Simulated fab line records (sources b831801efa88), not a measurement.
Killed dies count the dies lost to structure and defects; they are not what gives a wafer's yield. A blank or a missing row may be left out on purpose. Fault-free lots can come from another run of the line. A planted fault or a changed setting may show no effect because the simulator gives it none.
Which of the tools did it? + flow gf180mcu + 11 lots, 33 wafers sampled, at 4 steps of a route of 602

WHAT EACH GAUGE READ, for each wafer
GF_HV_LDD_CD_MEAS_31 targets a cd of 400 nm.
| lot  | measured     | on        | cd_nm (nm)        |
|------|--------------|-----------|-------------------|
| L485 | day 11 08:55 | cd_sem-01 | 398.6 398.0 400.7 |
| L487 | day 12 02:53 | cd_sem-01 | 395.7 398.2 397.6 |
| L491 | day 13 20:50 | cd_sem-01 | 397.0 399.1       |
| L497 | day 15 14:10 | cd_sem-01 | 401.3 401.5 397.7 |
| L500 | day 16 20:56 | cd_sem-02 | 396.3 395.1 396.1 |
| L502 | day 17 04:49 | cd_sem-02 | 401.7 400.7 402.5 |
| L503 | day 17 10:57 | cd_sem-02 | 400.0 397.5 398.8 |
| L504 | day 17 20:18 | cd_sem-02 | 402.5 402.0 399.1 |
| L505 | day 18 02:41 | cd_sem-01 | 397.2 397.7 397.0 |
| L506 | day 18 10:03 | cd_sem-01 | 400.1 399.3 400.6 |
| L508 | day 19 01:03 | cd_sem-01 | 398.6 399.0 397.3 |

TOOL THAT RAN EACH LOT (tool first, then ch and the chambers of the sampled wafers, then the start)
| lot  | GF_STI_ETCH_13                    | GF_STI_ETCH_14                  | GF_STI_STRIP_15                     |
|------|-----------------------------------|---------------------------------|-------------------------------------|
| L485 | rie_diel-03 ch 0,2,3, day 2 00:41 | rie_si-02 ch 0,3, day 2 00:46   | plasma_asher-04 ch 0,1, day 2 00:52 |
| L487 | rie_diel-02 ch 0,2,3, day 2 12:41 | rie_si-02 ch 0,1,3, day 2 12:46 | plasma_asher-04 ch 0,1, day 2 12:50 |
| L491 | rie_diel-02 ch 0,1,3, day 3 08:26 | rie_si-02 ch 0,1,3, day 3 08:31 | plasma_asher-01 ch 0,1, day 3 08:35 |
| L497 | rie_diel-03 ch 1,3, day 4 16:17   | rie_si-01 ch 0,3, day 4 16:22   | plasma_asher-04 ch 0, day 4 16:26   |
| L500 | rie_diel-03 ch 0,1,3, day 5 08:44 | rie_si-01 ch 0,1, day 5 08:49   | plasma_asher-03 ch 0,1, day 5 08:53 |
| L502 | rie_diel-01 ch 0,2,3, day 5 17:35 | rie_si-02 ch 0,1,2, day 5 17:42 | plasma_asher-04 ch 0,1, day 5 17:46 |
| L503 | rie_diel-03 ch 0,1,3, day 5 22:14 | rie_si-02 ch 0,2, day 5 22:19   | plasma_asher-03 ch 0,1, day 5 22:23 |
| L504 | rie_diel-01 ch 1,3, day 6 04:08   | rie_si-02 ch 0,2, day 6 04:13   | plasma_asher-04 ch 0,1, day 6 04:19 |
| L505 | rie_diel-02 ch 0,2,3, day 6 09:02 | rie_si-01 ch 0,1,3, day 6 09:07 | plasma_asher-04 ch 0,1, day 6 09:13 |
| L506 | rie_diel-01 ch 1,2,3, day 6 14:20 | rie_si-01 ch 0,1,2, day 6 14:25 | plasma_asher-03 ch 0,1, day 6 14:29 |
| L508 | rie_diel-01 ch 2,3, day 7 00:29   | rie_si-02 ch 0,2,3, day 7 00:34 | plasma_asher-04 ch 0,1, day 7 00:38 |
- GF_STI_ETCH_13: etches the open film in CHF3/O2, stops on Si, target depth 282.31 nm, time 112.9 s.
- GF_STI_ETCH_14: etches Si in HBr/Cl2/O2, target depth 360 nm, time 102.9 s.
- GF_STI_STRIP_15: strips in O2/N2.

THE ANSWER, worked out from the rows above alone
Rule: the usual values come from the lots themselves. The widest of any qualifying gaps counts: lots, ordered by their means at a reading, are off when they make up no more than a third of the lots, leave a main group of 4 or more, and stand apart from it by 3 or more times the standard deviation of that group's means. A main group is skipped when, at the precision printed for the reading in the tables above, its means are all equal. Also off: a lot with no number at a reading for which 4 or more lots have one. Where the step has rows for the other lots, those lots are counted as sound.
Across all readings shown, no lot is off: no conclusion can be drawn from this.

WHAT THE SIMULATOR HAD PUT IN
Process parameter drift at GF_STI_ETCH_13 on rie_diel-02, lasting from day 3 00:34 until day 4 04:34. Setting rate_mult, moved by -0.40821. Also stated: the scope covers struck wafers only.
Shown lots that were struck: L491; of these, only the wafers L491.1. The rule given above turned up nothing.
